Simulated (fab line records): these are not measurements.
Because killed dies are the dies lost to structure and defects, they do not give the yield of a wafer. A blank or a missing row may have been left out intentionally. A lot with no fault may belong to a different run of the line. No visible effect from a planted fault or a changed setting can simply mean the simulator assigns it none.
The tool behind it: which one?	flow gf180mcu	14 lots, 42 wafers sampled, at 5 steps of a route of 602

WHAT THE GAUGES SHOWED, per wafer
GF_POLY_GATE_THK_MEAS_01. Usual: POLY_GATE_CVD_00_THK typically reads 200.8 nm, with standard deviation 2.2.
lot	measured	on	POLY_GATE_CVD_00_THK (nm)	flag
L597	day 8 19:50	film-metro-02	200.1 199.7 202.1	
L600	day 9 13:17	film-metro-03	202.8 202.9 204.3	
L602	day 10 06:08	film-metro-01	202.1 203.8 204.0	
L605	day 10 23:28	film-metro-01	202.2 202.1 202.2	
L607	day 11 15:08	film-metro-01	200.1 201.1 201.4	
L609	day 12 08:25	film-metro-03	197.9 198.4 197.7	
L610	day 12 11:58	film-metro-02	204.4 202.8 201.8	
L611	day 12 22:48	film-metro-01	195.4 197.4 197.6	
L613	day 13 13:37	film-metro-01	199.7 200.6 199.5	
L614	day 13 17:20	film-metro-02	204.4 202.7 202.9	
L615	day 14 02:34	film-metro-02	200.9 200.5 200.5	
L616	day 14 07:54	film-metro-03	197.6 197.0 197.6	
L617	day 14 14:17	film-metro-03	200.8 199.0 199.2	
L618	day 14 18:40	film-metro-02	198.6 198.5 198.9	

GF_POLY_GATE_CD_MEAS_18. Usual: cd-nm at 280.1 nm, with a standard deviation of 1.8.
lot	measured	on	cd-nm (nm)	flag
L597	day 9 14:29	cd-sem-01	279.9 278.3 277.2	
L600	day 10 08:38	cd-sem-01	279.6 281.9 277.6	
L602	day 11 02:30	cd-sem-01	282.5 282.1 281.0	
L605	day 11 21:31	cd-sem-01	281.2 281.0 278.6	
L607	day 12 11:56	cd-sem-01	281.8 281.2 278.4	
L609	day 13 06:22	cd-sem-01	280.2 277.5 281.9	
L610	day 13 10:04	cd-sem-02	280.2 280.0 280.0	
L611	day 13 20:26	cd-sem-02	279.3 280.3 279.3	
L613	day 14 11:35	cd-sem-01	282.0 281.8 280.1	
L614	day 14 15:53	cd-sem-02	280.4 281.0 281.6	
L615	day 15 01:49	cd-sem-01	278.0 280.6 279.1	
L616	day 15 08:14	cd-sem-02	279.9 280.2 277.2	
L617	day 15 13:22	cd-sem-02	279.6 279.4 282.3	
L618	day 15 17:32	cd-sem-01	280.2 279.9 283.7	

GF_HV_LDD_TW_MEAS_50. Usual: HV_LDD_4_TW typically reads 569.8, with standard deviation 2.6.
lot	measured	on	HV_LDD_4_TW	flag
L597	day 12 18:19	film-metro-01	568.4 567.7 569.7	
L600	day 13 14:09	film-metro-02	570.6 569.1 572.9	
L602	day 14 10:33	film-metro-02	576.8 573.5 574.2	
L605	day 15 08:01	film-metro-04	571.6 565.3 573.7	
L607	day 16 01:01	film-metro-01	569.3 571.4 569.3	
L609	day 16 21:20	film-metro-01	508.5 508.6 507.9	OFF
L610	day 17 02:16	film-metro-02	511.8 507.4 507.2	OFF
L611	day 17 13:16	film-metro-04	512.3 510.5 511.7	OFF
L613	day 18 07:17	film-metro-02	570.8 569.6 569.1	
L614	day 18 12:05	film-metro-01	566.2 567.5 568.5	
L615	day 18 22:13	film-metro-01	566.7 569.2 567.6	
L616	day 19 04:34	film-metro-02	572.1 571.1 570.9	
L617	day 19 11:09	film-metro-01	566.6 568.9 567.8	
L618	day 19 15:04	film-metro-01	566.7 568.6 569.8	

GF_NSD_OVL_MEAS_08. Usual: NSD_OVL typically reads 0.3 nm, with standard deviation 1.5.
lot	measured	on	NSD_OVL (nm)	flag
L597	day 13 17:11	overlay-02	3.2 0.3 1.4	
L600	day 14 14:40	overlay-02	-0.8 -0.9 1.5	
L602	day 15 10:50	overlay-01	1.7 0.4 -0.4	
L605	day 16 09:14	overlay-01	1.9 2.3 2.0	
L607	day 17 02:40	overlay-02	-2.0 -1.5 0.6	
L609	day 17 23:30	overlay-02	-0.1 0.0 0.6	
L610	day 18 03:47	overlay-02	-0.7 0.3 0.7	
L611	day 18 15:47	overlay-02	-1.4 -1.3 -1.2	
L613	day 19 10:08	overlay-02	1.0 1.4 -0.2	
L614	day 19 14:38	overlay-01	1.3 1.4 -0.3	
L615	day 20 01:28	overlay-02	-1.6 -1.8 -1.1	
L616	day 20 08:32	overlay-02	-0.1 0.7 -0.8	
L617	day 20 14:32	overlay-02	0.5 0.7 0.3	
L618	day 20 18:25	overlay-01	1.2 0.7 0.5	

EACH LOT AND THE TOOL THAT RAN IT (in order: tool; ch and the chambers of the sampled wafers; start)
lot	GF_HV_LDD_IMPLANT_48
L597	implanter-02 ch 0, day 12 18:04
L600	implanter-02 ch 0, day 13 13:54
L602	implanter-03 ch 0, day 14 10:18
L605	implanter-02 ch 0, day 15 07:46
L607	implanter-03 ch 0, day 16 00:46
L609	implanter-03 ch 0, day 16 21:08
L610	implanter-03 ch 0, day 17 02:01
L611	implanter-03 ch 0, day 17 13:01
L613	implanter-02 ch 0, day 18 07:03
L614	implanter-02 ch 0, day 18 11:52
L615	implanter-02 ch 0, day 18 21:58
L616	implanter-02 ch 0, day 19 04:19
L617	implanter-04 ch 0, day 19 10:54
L618	implanter-04 ch 0, day 19 14:49
- GF_HV_LDD_IMPLANT_48

AS READ BY THE TOOLS THEMSELVES (means over the sampled wafers that have a number; for cases with no such wafer, the mark the record gives instead)
GF_HV_LDD_IMPLANT_48. Usual: beam-on-s 9.99 s, standard deviation 0.17; tilt-deg 7.001 degrees, standard deviation 0.019.
lot	tool	beam-on-s (s)	tilt-deg (degrees)	flag
L597	implanter-02	10.05	7.001	
L600	implanter-02	9.98	6.990	
L602	implanter-03	10.10	6.981	
L605	implanter-02	9.89	7.012	
L607	implanter-03	10.01	6.987	
L609	implanter-03	9.87	-0.013	OFF
L610	implanter-03	9.96	0.003	OFF
L611	implanter-03	10.04	-0.006	OFF
L613	implanter-02	10.04	7.015	
L614	implanter-02	10.13	6.983	
L615	implanter-02	10.16	7.009	
L616	implanter-02	10.05	7.022	
L617	implanter-04	10.01	7.000	
L618	implanter-04	9.87	7.016	

THE ANSWER, worked out from the rows above alone
Rule: a lot is off if the mean of its wafers that have a number lies more than 3 standard deviations from the usual mean. A lot without any number at a reading at which 4 lots or more have one is off too. All remaining lots with rows at the step are treated as sound. Order of review: gauges by route order, followed by the tools' own readings, for which a lot's mean as printed above is used. The first step at which some lot is off is used, and at that step the reading that is off furthest; a lot without a number counts as furthest.
Off: L609, L610, L611, seen at GF_HV_LDD_TW_MEAS_50 (HV_LDD_4_TW).
If a tool, at a process step before that reading, ran all the lots that are off and no sound lot after the first of them, it fits. Not tried: the gauges at GF_HV_LDD_TW_MEAS_50; whatever is off there is also off at GF_HV_LDD_IMPLANT_48, on other tools, and gauge error can't account for it. One fits: implanter-03 at GF_HV_LDD_IMPLANT_48. A fault onset in the window from L607 (day 16 00:46, its last sound lot) to L609 (day 16 21:08, its first lot off) fits.
The tool's own readings at GF_HV_LDD_IMPLANT_48 bear it out: on the lots that are off they differ by more than 5 times the standard deviation of the sound lots' means. tilt-deg reads -0.005 degrees there against 7.001 degrees on the sound lots.

WHAT HAD BEEN PUT IN BY THE SIMULATOR
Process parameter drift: implanter-03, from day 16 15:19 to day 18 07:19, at GF_HV_LDD_IMPLANT_48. A move of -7 in setting tilt-deg, from 7. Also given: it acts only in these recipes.
Shown lots that were struck: L609, L610, L611. The rule above reached the same finding.
